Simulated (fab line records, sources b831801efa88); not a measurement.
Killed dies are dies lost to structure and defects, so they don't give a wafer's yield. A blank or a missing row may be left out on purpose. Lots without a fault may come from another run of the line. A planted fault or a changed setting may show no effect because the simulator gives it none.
fab line records | flow sky130
record lots=5 wafers=15 last_day=50
route steps=708 shown LOCAL_INTERCONNECT@396 CONTACT@406
lots that met no fault: from a run of the same line without faults
start_h: hours from the record's first day to the start of the lot's first wafer shown | wait_h: hours since the lot's step before | " the same as in the row above | L1.1+2: a row that stands for several wafers | - no value, or no start given | * or withheld: withheld | < > ~ a bound
route shown NAME@n: a module of which the file shows steps, and the number in the route of the first | usual: mean/standard deviation of fault-free wafers | same: alike in all rows | chamber/n: place in a boat | sites: the reading at each site | _std_site: their standard deviation | _edge_site: outer sites' mean less inner sites' | radius_mm: how far each site lies from the wafer's centre | mask NAME#n: copy n | behind: the tool/chamber that last shaped the wafer | hold: why the lot was held/for how many hours/how that ended | device: the transistor (n, p or np) that didn't switch | end of line: the same wafers' tests at the end of the route | a step without rows: its recipe alone | killed: dies lost to structure and defects at the first sort, not the wafer's yield | map: a wafer's dies, x killed, . not, _ none there
set.NAME: the setting as run; set.NAME@STEP: as run at that earlier step | model.NAME: the simulator's own value behind a step, which no gauge read
lots at some steps of the route; a table a step, a row a wafer
services: from which hour (start_h, from the record's first day; less than 0 if before it) a tool's chamber was out of use, for how many hours, and why
## steps
# step SKY_LOCAL_INTERCONNECT_PEB_09
# recipe peb_temp_c=withheld peb_time_s=withheld resist=KrF-thick
# columns lot.wafer tool chamber start_h wait_h
L082.2+4+6 litho_track-04 0 - -
L084.1+3+6 litho_track-02 0 - -
L088.1+5+6 litho_track-01 0 - -
L090.1+2+3 litho_track-04 0 - -
L095.1+3+4 litho_track-01 0 - -
# step SKY_LOCAL_INTERCONNECT_DEVELOP_10
# recipe develop_time_s=60 resist=KrF-thick dev_temp_c=21
# same develop_time_s=60
# columns lot.wafer tool chamber start_h wait_h
L082.2+4+6 litho_track-04 0 - -
L084.1+3+6 litho_track-02 0 - -
L088.1+5+6 litho_track-01 0 - -
L090.1+2+3 litho_track-04 0 - -
L095.1+3+4 litho_track-01 0 - -
# step SKY_LOCAL_INTERCONNECT_CD_MEAS_11
# recipe target_cd_nm=170
# usual cd_nm=170.5/1.7
# columns lot.wafer tool chamber start_h wait_h cd_nm
L082.2 cd_sem-01 - 773.63 - 170.2
L082.4 " - " " 170.9
L082.6 " - " " 170.6
L084.1 cd_sem-02 - 788.92 - 171.8
L084.3 " - " " 171.0
L084.6 " - " " 171.1
L088.1 cd_sem-01 - 812.07 - 172.2
L088.5 " - " " 171.5
L088.6 " - " " 171.4
L090.1 cd_sem-02 - 838.16 - 171.4
L090.2 " - " " 171.4
L090.3 " - " " 172.6
L095.1 cd_sem-01 - 875.97 - 172.3
L095.3 " - " " 171.8
L095.4 " - " " 173.7
# step SKY_LOCAL_INTERCONNECT_OVL_MEAS_12
# usual LOCAL_INTERCONNECT_OVL=3/5.3
# columns lot.wafer tool chamber start_h wait_h LOCAL_INTERCONNECT_OVL[nm]
L082.2 overlay-01 - 773.73 0.1 13
L082.4 " - " " 7
L082.6 " - " " 3
L084.1 overlay-02 - 789.04 0.1 -3
L084.3 " - " " 1
L084.6 " - " " 4
L088.1 overlay-02 - 812.19 0.1 4
L088.5 " - " " 4
L088.6 " - " " 6
L090.1 overlay-02 - 838.28 0.1 -9
L090.2 " - " " -7
L090.3 " - " " -6
L095.1 overlay-01 - 876.09 0.1 1
L095.3 " - " " 3
L095.4 " - " " 17
# step SKY_LOCAL_INTERCONNECT_ETCH_13
# recipe chemistry=N2/H2 target=BARC ion_energy_ev=200 bias_w=100 pressure_mtorr=30 n2_flow_sccm=100 h2_flow_sccm=200 icp_w=500 stop_on=SiO2 time_s=45.9 target_depth_a=600
# usual drypump_motor_current_A=6.19/0.17 oes_product_au=0.855/0.0047 throttle_valve_pct=13.225/0.009
# columns lot.wafer tool chamber start_h wait_h drypump_motor_current_A oes_product_au rf_hours_counter_h throttle_valve_pct
L082.2 rie_metal-02 0 773.76 0.0 5.89 0.855 11 13.220
L082.4 " 0 " " 5.91 0.859 - 13.230
L082.6 " 0 " " 5.92 0.856 - 13.237
L084.1 rie_metal-02 0 789.07 0.0 5.93 0.858 11 13.224
L084.3 " 0 " " 5.93 0.857 - 13.232
L084.6 " 0 " " 5.91 0.852 - 13.243
L088.1 rie_metal-02 0 812.23 0.0 5.90 0.854 12 13.231
L088.5 " 1 " " 6.30 0.860 - 13.228
L088.6 " 0 " " 5.92 0.849 - 13.230
L090.1 rie_metal-02 1 838.31 0.0 6.30 0.855 8 13.219
L090.2 " 0 " " 5.92 0.855 13 13.219
L090.3 " 1 " " 6.31 0.857 - 13.231
L095.1 rie_metal-04 0 876.13 0.0 6.12 0.849 17 13.203
L095.3 " 0 " " 6.10 0.852 - 13.226
L095.4 " 1 " " 6.34 0.855 - 13.234
# step SKY_LOCAL_INTERCONNECT_METAL_ETCH_14
# recipe target_depth_nm=110 stop_on=PSG chemistry=Cl2/BCl3 target=TiN resist_sidewall_deg=88 pressure_mtorr=10 icp_w=900 bias_w=48.5 Cl2_flow_sccm=60 bcl3_flow_sccm=30 time_s=31.4
# usual drypump_motor_current_A=6.18/0.17 oes_product_au=0.942/0.0066 throttle_valve_pct=21.899/0.0093
# columns lot.wafer tool chamber start_h wait_h drypump_motor_current_A oes_product_au rf_hours_counter_h throttle_valve_pct
L082.2 rie_metal-02 0 773.83 0.0 5.90 0.946 11 21.883
L082.4 " 0 " " 5.92 0.936 - 21.895
L082.6 " 0 " " 5.91 0.945 - 21.897
L084.1 rie_metal-02 0 789.14 0.0 5.88 0.947 11 21.905
L084.3 " 0 " " 5.88 0.940 - 21.897
L084.6 " 0 " " 5.89 0.950 - 21.901
L088.1 rie_metal-02 0 812.29 0.0 5.89 0.938 12 21.912
L088.5 " 1 " " 6.31 0.942 - 21.891
L088.6 " 0 " " 5.88 0.938 - 21.911
L090.1 rie_metal-02 1 838.38 0.0 6.31 0.944 8 21.894
L090.2 " 0 " " 5.89 0.943 13 21.899
L090.3 " 1 " " 6.32 0.948 - 21.911
L095.1 rie_metal-04 0 876.19 0.0 6.10 0.942 17 21.909
L095.3 " 0 " " 6.11 0.946 - 21.891
L095.4 " 1 " " 6.34 0.932 - 21.898
# step SKY_LOCAL_INTERCONNECT_STRIP_15
# recipe chemistry=O2/N2 power_w=1400 pressure_mtorr=1500 platen_temp_c=withheld o2_flow_sccm=3000 n2_flow_sccm=300 overash_fraction=0.5
# usual drypump_motor_current_A=5.8/0.49 oes_product_au=0.427/0.0042 strip_time_to_endpoint_s=4.720/0.017
# same overash_fraction=0.5
# columns lot.wafer tool chamber start_h wait_h drypump_motor_current_A oes_product_au rf_hours_counter_h strip_time_to_endpoint_s
L082.2 plasma_asher-01 0 773.88 0.0 6.5 0.428 96 4.711
L082.4 " 0 " " 6.5 0.427 - 4.711
L082.6 " 1 " " 6.6 0.428 - 4.712
L084.1 plasma_asher-04 1 789.19 0.0 5.2 0.426 68 4.749
L084.3 " 1 " " 5.2 0.433 - 4.740
L084.6 " 0 " " 5.6 0.427 - 4.751
L088.1 plasma_asher-03 1 812.34 0.0 5.8 0.427 37 4.723
L088.5 " 0 " " 5.6 0.419 - 4.702
L088.6 " 1 " " 5.7 0.431 - 4.728
L090.1 plasma_asher-03 0 838.43 0.0 5.6 0.437 41 4.720
L090.2 " 1 " " 5.8 0.430 41 4.731
L090.3 " 0 " " 5.6 0.425 - 4.729
L095.1 plasma_asher-04 0 876.24 0.0 5.5 0.425 75 4.732
L095.3 " 0 " " 5.6 0.425 - 4.734
L095.4 " 1 " " 5.2 0.426 - 4.743
# step SKY_LOCAL_INTERCONNECT_STRIP_16
# recipe chemistry=post_etch_residue_remover time_s=1200 temp_c=72.5
# usual bath_guard_temp_C=72.6/0.68
# columns lot.wafer tool chamber start_h wait_h bath_guard_temp_C
L082.2 wet_bench-04 0 773.98 0.1 73.0
L082.4 " 0 " " 72.8
L082.6 " 0 " " 72.7
L084.1 wet_bench-01 3 789.29 0.1 72.1
L084.3 " 3 " " 72.2
L084.6 " 3 " " 71.7
L088.1 wet_bench-01 1 812.44 0.1 73.2
L088.5 " 1 " " 73.2
L088.6 " 1 " " 73.4
L090.1 wet_bench-04 0 838.53 0.1 73.3
L090.2 " 0 " " 72.8
L090.3 " 0 " " 72.9
L095.1 wet_bench-01 2 876.34 0.1 73.7
L095.3 " 2 " " 73.8
L095.4 " 2 " " 74.1
# step SKY_LOCAL_INTERCONNECT_CLEAN_17
# recipe chemistry=IPA time_s=180 temp_c=25
# columns lot.wafer tool chamber start_h wait_h
L082.2+4+6 wet_bench-01 2 774.32 0.0
L084.1+3+6 wet_bench-04 0 789.66 0.0
L088.1+5+6 wet_bench-04 1 812.78 0.0
L090.1+2+3 wet_bench-03 0 838.87 0.0
L095.1+3+4 wet_bench-01 1 876.68 0.0
# step SKY_LOCAL_INTERCONNECT_CLEAN_18
# recipe chemistry=O3/DIW dry=n2_spin
# columns lot.wafer tool chamber start_h wait_h
L082.2+4+6 wet_bench-03 1 774.38 0.0
L084.1+3+6 wet_bench-03 3 789.72 0.0
L088.1+5+6 wet_bench-03 3 812.84 0.0
L090.1+2+3 wet_bench-04 1 838.93 0.0
L095.1+3+4 wet_bench-01 0 876.74 0.0
# step SKY_CONTACT_CVD_00
# recipe material=Si3N4 target_thk_nm=75 temp_c=400 time_s=withheld rf_w=450
# usual heater_power_w=750/84
# columns lot.wafer tool chamber start_h wait_h heater_power_w
L082.2 pecvd-02 1 774.47 0.0 851
L082.4 " 1 " " 853
L082.6 " 0 " " 600
L084.1 pecvd-01 1 789.81 0.0 828
L084.3 " 2 " " 766
L084.6 " 1 " " 835
L088.1 pecvd-01 1 812.93 0.0 861
L088.5 " 1 " " 857
L088.6 " 0 " " 804
L090.1 pecvd-03 1 839.02 0.0 630
L090.2 " 2 " " 725
L090.3 " 0 " " 804
L095.1 pecvd-01 2 876.83 0.0 748
L095.3 " 1 " " 755
L095.4 " 1 " " 754
# step SKY_CONTACT_THK_MEAS_01
# recipe reads=Si3N4_of_CONTACT_CVD_00
# usual CONTACT_CVD_00_THK=74.8/0.99
# columns lot.wafer tool chamber start_h wait_h CONTACT_CVD_00_THK[nm]
L082.2 film_metro-03 - 774.51 - 74.4
L082.4 " - " " 74.9
L082.6 " - " " 75.1
L084.1 film_metro-01 - 789.85 - 75.0
L084.3 " - " " 75.3
L084.6 " - " " 77.1
L088.1 film_metro-03 - 812.97 - 74.8
L088.5 " - " " 75.9
L088.6 " - " " 75.7
L090.1 film_metro-01 - 839.06 - 73.5
L090.2 " - " " 73.8
L090.3 " - " " 73.9
L095.1 film_metro-03 - 876.87 - 74.3
L095.3 " - " " 74.5
L095.4 " - " " 76.3
# step SKY_CONTACT_HDPCVD_02
# recipe material=SiO2 target_thk_nm=565 sigma_open_frac=0.3 time_s=94.2 temp_c=600 sih4_flow_sccm=60 pressure_mtorr=6
# columns lot.wafer tool chamber start_h wait_h
L082.2+4+6 hdpcvd-02 1,0,1 774.56 0.0
L084.1+3+6 hdpcvd-01 2,1,0 789.91 0.1
L088.1+5+6 hdpcvd-01 1,2,1 813.03 0.1
L090.1+2+3 hdpcvd-01 1,0,2 839.12 0.1
L095.1+3+4 hdpcvd-01 1,0,0 876.93 0.1
# step SKY_CONTACT_THK_MEAS_03
# recipe reads=SiO2_of_CONTACT_HDPCVD_02
# usual CONTACT_HDPCVD_THK=564/5.3
# columns lot.wafer tool chamber start_h wait_h CONTACT_HDPCVD_THK[nm]
L082.2 film_metro-01 - 774.64 0.0 563
L082.4 " - " " 565
L082.6 " - " " 569
L084.1 film_metro-04 - 789.97 0.0 563
L084.3 " - " " 559
L084.6 " - " " 562
L088.1 film_metro-04 - 813.10 0.0 570
L088.5 " - " " 570
L088.6 " - " " 566
L090.1 film_metro-03 - 839.19 0.0 558
L090.2 " - " " 564
L090.3 " - " " 565
L095.1 film_metro-04 - 877.00 0.0 559
L095.3 " - " " 573
L095.4 " - " " 574
# step SKY_CONTACT_CMP_04
# recipe material=SiO2 down_force_psi=4 platen_rpm=60 pad_velocity_m_s=0.94248
# usual head_pressure_psi=4.000/0.0092 motor_current_A=11.1/1.2 time_to_endpoint_s=81/3.5
# columns lot.wafer tool chamber start_h wait_h head_pressure_psi motor_current_A time_to_endpoint_s
L082.4 cmp-02 2 774.74 0.1 3.997 8.5 80
L082.2 " 3 " " 3.991 11.6 78
L082.6 " 1 " " 4.017 12.1 79
L084.1 cmp-01 0 790.08 0.1 4.000 11.9 86
L084.3 " 2 " " 4.008 10.0 83
L084.6 " 0 " " 4.005 11.5 84
L088.1 cmp-02 2 813.16 0.1 4.005 8.8 82
L088.6 " 2 " " 3.996 8.7 80
L088.5 " 3 " " 4.004 11.3 78
L090.3 cmp-02 3 839.25 0.0 4.009 11.2 84
L090.1 " 1 " " 3.992 11.6 81
L090.2 " 2 " " 3.998 8.7 83
L095.1 cmp-01 3 877.06 0.1 3.991 12.1 80
L095.3 " 1 " " 4.001 11.1 76
L095.4 " 2 " " 4.009 10.0 79
# step SKY_CONTACT_BOW_MEAS_05
# recipe mode=bow
# usual CONTACT_BOW=79/7.7
# columns lot.wafer tool chamber start_h wait_h CONTACT_BOW[um]
L082.2 film_metro-01 - 775.01 0.2 81
L082.4 " - " " 77
L082.6 " - " " 79
L084.1 film_metro-03 - 790.33 0.2 94
L084.3 " - " " 83
L084.6 " - " " 74
L088.1 film_metro-01 - 813.46 0.2 98
L088.5 " - " " 84
L088.6 " - " " 81
L090.1 film_metro-01 - 839.55 0.1 81
L090.2 " - " " 77
L090.3 " - " " 81
L095.1 film_metro-03 - 877.36 0.2 89
L095.3 " - " " 73
L095.4 " - " " 85
# step SKY_CONTACT_DEHYDRATE_06
# recipe temp_c=200 time_s=60
# columns lot.wafer tool chamber start_h wait_h
L082.2+4+6 litho_track-02 0 787.79 12.8
L084.1+3+6 litho_track-01 0 802.42 12.1
L088.1+5+6 litho_track-01 0 826.02 12.5
L090.1+2+3 litho_track-03 0 852.03 12.5
L095.1+3+4 litho_track-01 0 889.52 12.1
# step SKY_CONTACT_HMDS_07
# recipe prime_time_s=60 prime_temp_c=120
# columns lot.wafer tool chamber start_h wait_h
L082.2+4+6 litho_track-02 0 787.94 0.1
L084.1+3+6 litho_track-01 0 802.57 0.1
L088.1+5+6 litho_track-01 0 826.17 0.1
L090.1+2+3 litho_track-03 0 852.18 0.1
L095.1+3+4 litho_track-01 0 889.67 0.1
# step SKY_CONTACT_COAT_08
# recipe resist=BARC temp_c=withheld time_s=withheld spin_rpm=3000 resist_thk_nm=60
# columns lot.wafer tool chamber start_h wait_h
L082.2+4+6 litho_track-02 0 788.09 0.1
L084.1+3+6 litho_track-01 0 802.72 0.1
L088.1+5+6 litho_track-01 0 826.32 0.1
L090.1+2+3 litho_track-03 0 852.33 0.1
L095.1+3+4 litho_track-01 0 889.82 0.1
# step SKY_CONTACT_COAT_09
# recipe resist=KrF-thick spin_rpm=3000 resist_thk_nm=450
# columns lot.wafer tool chamber start_h wait_h
L082.2+4+6 litho_track-02 0 - -
L084.1+3+6 litho_track-01 0 - -
L088.1+5+6 litho_track-01 0 - -
L090.1+2+3 litho_track-03 0 - -
L095.1+3+4 litho_track-01 0 - -
# step SKY_CONTACT_SOFTBAKE_10
# recipe temp_c=100 time_s=90 resist=KrF-thick
# columns lot.wafer tool chamber start_h wait_h
L082.2+4+6 litho_track-02 0 - -
L084.1+3+6 litho_track-01 0 - -
L088.1+5+6 litho_track-01 0 - -
L090.1+2+3 litho_track-03 0 - -
L095.1+3+4 litho_track-01 0 - -
# step SKY_CONTACT_EXPOSE_11
# recipe mask_id=CTM1 na=0.8 source_shape=annular sigma_inner=0.55 sigma_outer=0.85 target_cd_nm=170 dose_mj=38
# columns lot.wafer tool chamber start_h wait_h mask
L082.2+4+6 krf_scanner-01 0 - - CTM1#0
L084.1+3+6 krf_scanner-02 0 - - CTM1#0
L088.1+5+6 krf_scanner-02 0 - - CTM1#0
L090.1+2+3 krf_scanner-02 0 - - CTM1#0
L095.1+3+4 krf_scanner-02 0 - - CTM1#0
# step SKY_CONTACT_PEB_12
# recipe peb_temp_c=withheld peb_time_s=withheld resist=KrF-thick
# columns lot.wafer tool chamber start_h wait_h
L082.2+4+6 litho_track-02 0 - -
L084.1+3+6 litho_track-03 0 - -
L088.1+5+6 litho_track-01 0 - -
L090.1+2+3 litho_track-02 0 - -
L095.1+3+4 litho_track-01 0 - -
# step SKY_CONTACT_DEVELOP_13
# recipe develop_time_s=60 resist=KrF-thick dev_temp_c=21
# same develop_time_s=60
# columns lot.wafer tool chamber start_h wait_h
L082.2+4+6 litho_track-02 0 - -
L084.1+3+6 litho_track-03 0 - -
L088.1+5+6 litho_track-01 0 - -
L090.1+2+3 litho_track-02 0 - -
L095.1+3+4 litho_track-01 0 - -
# step SKY_CONTACT_CD_MEAS_14
# recipe target_cd_nm=170
# usual cd_nm=169.6/1.6
# columns lot.wafer tool chamber start_h wait_h cd_nm
L082.2 cd_sem-02 - 800.64 - 165.7
L082.4 " - " " 166.6
L082.6 " - " " 168.1
L084.1 cd_sem-02 - 817.03 - 170.3
L084.3 " - " " 169.7
L084.6 " - " " 168.4
L088.1 cd_sem-02 - 839.57 - 170.9
L088.5 " - " " 171.7
L088.6 " - " " 170.7
L090.1 cd_sem-02 - 865.22 - 169.2
L090.2 " - " " 167.0
L090.3 " - " " 168.6
L095.1 cd_sem-01 - 902.28 - 168.6
L095.3 " - " " 169.2
L095.4 " - " " 169.1
# step SKY_CONTACT_OVL_MEAS_15
# usual CONTACT_OVL=2/5.5
# columns lot.wafer tool chamber start_h wait_h CONTACT_OVL[nm]
L082.2 overlay-02 - 800.74 0.1 4
L082.4 " - " " 15
L082.6 " - " " 3
L084.1 overlay-02 - 817.15 0.1 -10
L084.3 " - " " -7
L084.6 " - " " 1
L088.1 overlay-01 - 839.69 0.1 11
L088.5 " - " " 9
L088.6 " - " " -4
L090.1 overlay-02 - 865.34 0.1 8
L090.2 " - " " -9
L090.3 " - " " 11
L095.1 overlay-02 - 902.40 0.1 2
L095.3 " - " " 2
L095.4 " - " " -2
# step SKY_CONTACT_ETCH_16
# recipe chemistry=N2/H2 target=BARC ion_energy_ev=200 source_w=500 bias_w=100 pressure_mtorr=30 n2_flow_sccm=100 h2_flow_sccm=200 stop_on=SiO2 time_s=45.9 target_depth_a=600
# usual drypump_motor_current_A=5.8/0.51 oes_product_au=0.855/0.0048 throttle_valve_pct=13.226/0.0091
# columns lot.wafer tool chamber start_h wait_h drypump_motor_current_A oes_product_au rf_hours_counter_h throttle_valve_pct
L082.2 rie_diel-02 2 800.77 0.0 5.7 0.857 10 13.217
L082.4 " 1 " " 6.0 0.853 3 13.225
L082.6 " 2 " " 5.7 0.853 - 13.219
L084.1 rie_diel-02 0 817.19 0.0 6.1 0.852 12 13.231
L084.3 " 2 " " 5.6 0.855 11 13.230
L084.6 " 1 " " 6.0 0.861 - 13.232
L088.1 rie_diel-02 0 839.73 0.0 6.1 0.860 13 13.219
L088.5 " 1 " " 5.9 0.854 - 13.242
L088.6 " 0 " " 6.1 0.853 - 13.228
L090.1 rie_diel-03 0 865.37 0.0 6.2 0.856 12 13.224
L090.2 " 2 " " 5.8 0.861 14 13.216
L090.3 " 3 " " 5.3 0.855 7 13.230
L095.1 rie_diel-04 3 902.43 0.0 5.7 0.849 14 13.230
L095.3 " 2 " " 5.1 0.852 8 13.224
L095.4 " 0 " " 6.3 0.853 8 13.242
# step SKY_CONTACT_ETCH_17
# recipe target=SiO2 chemistry=C4F8/O2/Ar stop_on=Si3N4 mask_material=KrF-thick source_w=1500 bias_w=1200 pressure_mtorr=40 c4f8_flow_sccm=withheld O2_flow_sccm=6 Ar_flow_sccm=300 time_s=withheld target_depth_a=3400
# usual oes_product_au=0.892/0.0054
# columns lot.wafer tool chamber start_h wait_h oes_product_au
L082.2 rie_diel-02 2 800.82 0.0 0.888
L082.4 " 1 " " 0.882
L082.6 " 2 " " 0.893
L084.1 rie_diel-02 0 817.23 0.0 0.894
L084.3 " 2 " " 0.895
L084.6 " 1 " " 0.903
L088.1 rie_diel-02 0 839.77 0.0 0.891
L088.5 " 1 " " 0.904
L088.6 " 0 " " 0.895
L090.1 rie_diel-03 0 865.42 0.0 0.890
L090.2 " 2 " " 0.893
L090.3 " 3 " " 0.883
L095.1 rie_diel-04 3 902.48 0.0 0.902
L095.3 " 2 " " 0.898
L095.4 " 0 " " 0.888
# step SKY_CONTACT_ETCH_18
# recipe target=Si3N4 chemistry=CHF3/O2 stop_on=TiN source_w=600 bias_w=200 pressure_mtorr=40 chf3_flow_sccm=50 O2_flow_sccm=5 time_s=39 target_depth_a=750
# usual drypump_motor_current_A=5.8/0.5 oes_product_au=0.854/0.0077 throttle_valve_pct=8.794/0.0099
# columns lot.wafer tool chamber start_h wait_h drypump_motor_current_A oes_product_au rf_hours_counter_h throttle_valve_pct
L082.2 rie_diel-02 2 - - 5.7 0.852 10 8.790
L082.4 " 1 " " 6.0 0.858 3 8.788
L082.6 " 2 " " 5.7 0.857 - 8.781
L084.1 rie_diel-02 0 - - 6.1 0.853 12 8.798
L084.3 " 2 " " 5.6 0.847 11 8.787
L084.6 " 1 " " 6.0 0.873 - 8.799
L088.1 rie_diel-02 0 - - 6.0 0.854 13 8.790
L088.5 " 1 " " 6.0 0.860 - 8.800
L088.6 " 0 " " 6.1 0.853 - 8.808
L090.1 rie_diel-03 0 - - 6.3 0.838 12 8.802
L090.2 " 2 " " 5.7 0.837 14 8.792
L090.3 " 3 " " 5.3 0.846 7 8.790
L095.1 rie_diel-04 3 - - 5.7 0.849 15 8.785
L095.3 " 2 " " 5.1 0.848 8 8.803
L095.4 " 0 " " 6.2 0.859 8 8.787
# step SKY_CONTACT_STRIP_19
# recipe chemistry=O2/N2 power_w=1400 pressure_mtorr=1500 platen_temp_c=withheld o2_flow_sccm=3000 n2_flow_sccm=300 overash_fraction=0.5
# usual drypump_motor_current_A=5.51/0.2 oes_product_au=0.380/0.0046 strip_time_to_endpoint_s=3.615/0.027
# same overash_fraction=0.5
# columns lot.wafer tool chamber start_h wait_h drypump_motor_current_A oes_product_au rf_hours_counter_h strip_time_to_endpoint_s
L082.2 plasma_asher-04 1 800.91 - 5.20 0.383 69 3.581
L082.4 " 0 " " 5.58 0.378 - 3.639
L082.6 " 1 " " 5.21 0.376 - 3.593
L084.1 plasma_asher-02 0 817.32 - 5.34 0.383 7 3.635
L084.3 " 1 " " 5.68 0.377 - 3.603
L084.6 " 1 " " 5.68 0.379 - 3.672
L088.1 plasma_asher-04 0 839.86 - 5.56 0.383 71 3.677
L088.5 " 1 " " 5.19 0.384 - 3.674
L088.6 " 0 " " 5.57 0.380 - 3.639
L090.1 plasma_asher-04 1 865.51 - 5.20 0.380 74 3.574
L090.2 " 0 " " 5.58 0.383 74 3.576
L090.3 " 0 " " 5.61 0.377 - 3.586
L095.1 plasma_asher-03 1 902.57 - 5.76 0.379 45 3.622
L095.3 " 0 " " 5.59 0.383 - 3.635
L095.4 " 1 " " 5.72 0.378 - 3.615
# step SKY_CONTACT_STRIP_20
# recipe chemistry=post_etch_residue_remover time_s=1200 temp_c=72.5
# usual bath_guard_temp_C=72.5/0.6
# columns lot.wafer tool chamber start_h wait_h bath_guard_temp_C
L082.2 wet_bench-02 1 801.01 0.1 72.9
L082.4 " 1 " " 73.0
L082.6 " 1 " " 72.7
L084.1 wet_bench-03 3 817.42 0.1 72.4
L084.3 " 3 " " 72.4
L084.6 " 3 " " 72.6
L088.1 wet_bench-01 1 839.96 0.1 73.2
L088.5 " 1 " " 73.4
L088.6 " 1 " " 73.7
L090.1 wet_bench-03 0 865.61 0.1 71.6
L090.2 " 0 " " 71.7
L090.3 " 0 " " 71.5
L095.1 wet_bench-02 3 902.67 0.1 72.8
L095.3 " 3 " " 73.0
L095.4 " 3 " " 72.9
# step SKY_CONTACT_CLEAN_21
# recipe chemistry=IPA time_s=180 temp_c=25
# columns lot.wafer tool chamber start_h wait_h
L082.2+4+6 wet_bench-03 1 801.35 0.0
L084.1+3+6 wet_bench-01 0 817.76 0.0
L088.1+5+6 wet_bench-03 2 840.30 0.0
L090.1+2+3 wet_bench-01 2 865.95 0.0
L095.1+3+4 wet_bench-01 3 903.04 0.0
# step SKY_CONTACT_CLEAN_22
# recipe chemistry=O3/DIW dry=n2_spin
# columns lot.wafer tool chamber start_h wait_h
L082.2+4+6 wet_bench-02 1 801.41 0.0
L084.1+3+6 wet_bench-03 2 817.83 0.0
L088.1+5+6 wet_bench-01 0 840.36 0.0
L090.1+2+3 wet_bench-03 1 866.01 0.0
L095.1+3+4 wet_bench-02 1 903.10 0.0
# step SKY_CONTACT_SPUTTER_23
# recipe material=TiN target_thk_nm=20 chamber_pressure_pa=5 power_w=4000 time_s=80
# usual throttle_valve_pct=30.0/1.1
# columns lot.wafer tool chamber start_h wait_h throttle_valve_pct
L082.2 pvd_sputter-03 - 801.50 0.0 30.0
L082.4 " - " " 30.5
L082.6 " - " " 30.0
L084.1 pvd_sputter-02 - 817.92 0.0 29.9
L084.3 " - " " 29.3
L084.6 " - " " 28.9
L088.1 pvd_sputter-02 - 840.45 0.0 29.0
L088.5 " - " " 29.2
L088.6 " - " " 30.2
L090.1 pvd_sputter-04 - 866.10 0.0 29.4
L090.2 " - " " 31.9
L090.3 " - " " 30.4
L095.1 pvd_sputter-03 - 903.19 0.0 28.5
L095.3 " - " " 31.6
L095.4 " - " " 30.4
# step SKY_CONTACT_CVD_24
# recipe material=W target_thk_nm=340 time_s=102.12 temp_c=400 pressure_torr=40
# usual heater_power_w=895/48
# columns lot.wafer tool chamber start_h wait_h heater_power_w
L082.2 cvd_w-02 1 801.56 0.0 797
L082.4 " 1 " " 824
L082.6 " 1 " " 837
L084.1 cvd_w-02 1 817.98 0.0 837
L084.3 " 0 " " 888
L084.6 " 1 " " 809
L088.1 cvd_w-02 0 840.51 0.0 942
L088.5 " 1 " " 828
L088.6 " 0 " " 931
L090.1 cvd_w-02 0 866.17 0.0 892
L090.2 " 1 " " 838
L090.3 " 1 " " 819
L095.1 cvd_w-02 0 903.25 0.0 913
L095.3 " 0 " " 928
L095.4 " 1 " " 816
# step SKY_CONTACT_RS_MEAS_25
# recipe thk_meas_gauge=four-point-probe reads=W_of_CONTACT_CVD_24+TiN_of_CONTACT_SPUTTER_23
# usual CONTACT_W_RS=0.338/0.0046
# columns lot.wafer tool chamber start_h wait_h CONTACT_W_RS[ohm/sq]
L082.2 film_metro-04 - 801.69 0.1 0.339
L082.4 " - " " 0.341
L082.6 " - " " 0.341
L084.1 film_metro-04 - 818.09 0.1 0.340
L084.3 " - " " 0.337
L084.6 " - " " 0.342
L088.1 film_metro-03 - 840.62 0.1 0.337
L088.5 " - " " 0.335
L088.6 " - " " 0.332
L090.1 film_metro-01 - 866.28 0.1 0.340
L090.2 " - " " 0.348
L090.3 " - " " 0.346
L095.1 film_metro-03 - 903.36 0.1 0.333
L095.3 " - " " 0.336
L095.4 " - " " 0.340
# step SKY_CONTACT_THK_MEAS_26
# recipe thk_meas_gauge=xrf reads=W_of_CONTACT_CVD_24
# usual CONTACT_W_THK=336/4.9
# columns lot.wafer tool chamber start_h wait_h CONTACT_W_THK[nm]
L082.2 film_metro-04 - 801.80 0.1 336
L082.4 " - " " 334
L082.6 " - " " 334
L084.1 film_metro-04 - 818.21 0.1 334
L084.3 " - " " 335
L084.6 " - " " 331
L088.1 film_metro-03 - 840.74 0.1 337
L088.5 " - " " 339
L088.6 " - " " 339
L090.1 film_metro-01 - 866.40 0.1 330
L090.2 " - " " 326
L090.3 " - " " 325
L095.1 film_metro-03 - 903.48 0.1 342
L095.3 " - " " 340
L095.4 " - " " 333
# step SKY_CONTACT_CMP_27
# recipe stop_on=SiO2 t_overpolish_s=15 down_force_psi=3.5 platen_rpm=60 target_thk_nm=0 pad_velocity_m_s=0.94248
# usual head_pressure_psi=3.500/0.0074 motor_current_A=10.1/1.1 overpolish_run_s=15.001/0.0077 time_to_endpoint_s=83/3.6
# same t_overpolish_s=15
# columns lot.wafer tool chamber start_h wait_h head_pressure_psi motor_current_A overpolish_run_s time_to_endpoint_s
L082.2 cmp-02 2 801.90 0.1 3.505 7.4 15.007 81
L082.4 " 0 " " 3.504 11.8 15.006 78
L082.6 " 2 " " 3.502 7.7 14.984 81
L084.3 cmp-01 1 818.32 0.1 3.498 10.0 14.999 86
L084.1 " 2 " " 3.513 9.1 14.996 85
L084.6 " 1 " " 3.498 9.6 15.000 84
L088.1 cmp-01 3 840.85 0.1 3.510 10.8 15.020 83
L088.5 " 2 " " 3.499 8.5 14.977 84
L088.6 " 3 " " 3.499 11.2 15.007 84
L090.2 cmp-01 1 866.46 0.0 3.513 9.6 14.995 79
L090.1 " 2 " " 3.495 9.3 14.993 80
L090.3 " 3 " " 3.497 10.8 14.999 82
L095.3 cmp-02 3 903.59 0.1 3.497 10.7 15.006 79
L095.4 " 0 " " 3.490 12.0 15.011 79
L095.1 " 1 " " 3.493 10.9 14.991 81
## services
# columns tool chamber start_h hours kind
krf_scanner-02 - 751.60 0.3 repair
rie_diel-04 1 752.53 7.6 repair
plasma_asher-04 - 752.70 0.8 repair
krf_scanner-02 - 754.31 0.6 repair
cmp-02 - 782.22 17.9 pm
krf_scanner-02 - 791.88 1.0 repair
cmp-02 - 800.61 0.6 repair
plasma_asher-04 - 801.29 12.6 repair
wet_bench-02 - 801.88 95.1 repair
rie_diel-02 3 804.66 1.8 repair
rie_diel-02 3 811.23 15.4 repair
wet_bench-03 - 818.57 2.8 repair
krf_scanner-02 - 821.43 1.0 pm
plasma_asher-03 - 842.77 0.4 repair
plasma_asher-04 - 842.84 0.3 repair
rie_diel-03 1 843.60 13.1 repair
cmp-02 - 852.34 0.8 repair
krf_scanner-02 - 860.05 1.3 pm
cmp-02 - 864.46 4.5 pm
cmp-02 - 876.24 1.0 repair
krf_scanner-02 - 878.41 0.8 pm
rie_diel-02 1 884.79 5.1 repair
cmp-02 - 893.70 0.6 repair
krf_scanner-02 - 896.77 0.2 repair
## key
fault none
